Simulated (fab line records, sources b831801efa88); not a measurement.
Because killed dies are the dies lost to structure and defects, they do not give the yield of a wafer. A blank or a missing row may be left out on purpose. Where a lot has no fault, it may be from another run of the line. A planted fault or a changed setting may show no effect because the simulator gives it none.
Chamber matching + flow sky130 + SKY_POLY_GATE_ETCH_17 on rieSi-02 has 4 sister chambers
The step etches poly-Si in HBr/Cl2, stops on SiO2, target depth 180 nm, time 70.5 s. 4 wafers are shown with their chamber, then 8 later ones without.

== WAFERS WITH THEIR CHAMBER ==
| wafer  | chamber | drypumpMotorCurrentA (A) |
|--------|---------|--------------------------|
| L261.1 | 3       | 5.8                      |
| L261.2 | 2       | 5.4                      |
| L261.4 | 1       | 6.2                      |
| L263.3 | 0       | 5.8                      |

== WAFERS WHOSE CHAMBER IS MISSING ==
| wafer  | drypumpMotorCurrentA (A) |
|--------|--------------------------|
| L263.5 | 5.7                      |
| L263.6 | 6.3                      |
| L264.2 | 6.3                      |
| L264.3 | 5.4                      |
| L264.5 | 5.4                      |
| L267.1 | 5.8                      |
| L267.2 | 5.8                      |
| L267.5 | 5.4                      |

== CHAMBER TAKEN BY EACH ==
| wafer  | from the rows above     | in truth |
|--------|-------------------------|----------|
| L263.5 | can't be placed: 0 or 3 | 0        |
| L263.6 | 1                       | 1        |
| L264.2 | 1                       | 1        |
| L264.3 | 2                       | 2        |
| L264.5 | 2                       | 2        |
| L267.1 | can't be placed: 0 or 3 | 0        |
| L267.2 | can't be placed: 0 or 3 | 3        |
| L267.5 | 2                       | 2        |
Correct placement for 5 of the 8. Unplaceable from these rows: 3, with the true chamber sitting among the candidates in 3. Number placed wrongly: 0.
How it was worked out, from the rows above alone: a wafer's distance from a chamber is the root of the sum, over the readings, of the square of ((its reading less the chamber's mean) divided by the reading's scatter). If the next closest chamber is less than 2 further off than the closest, the wafer can't be placed; otherwise it belongs to the closest. Each chamber's mean is taken over the wafers shown for it. The scatter: root of mean squared gap, hidden wafer to nearest shown wafer, with one shown wafer a chamber.
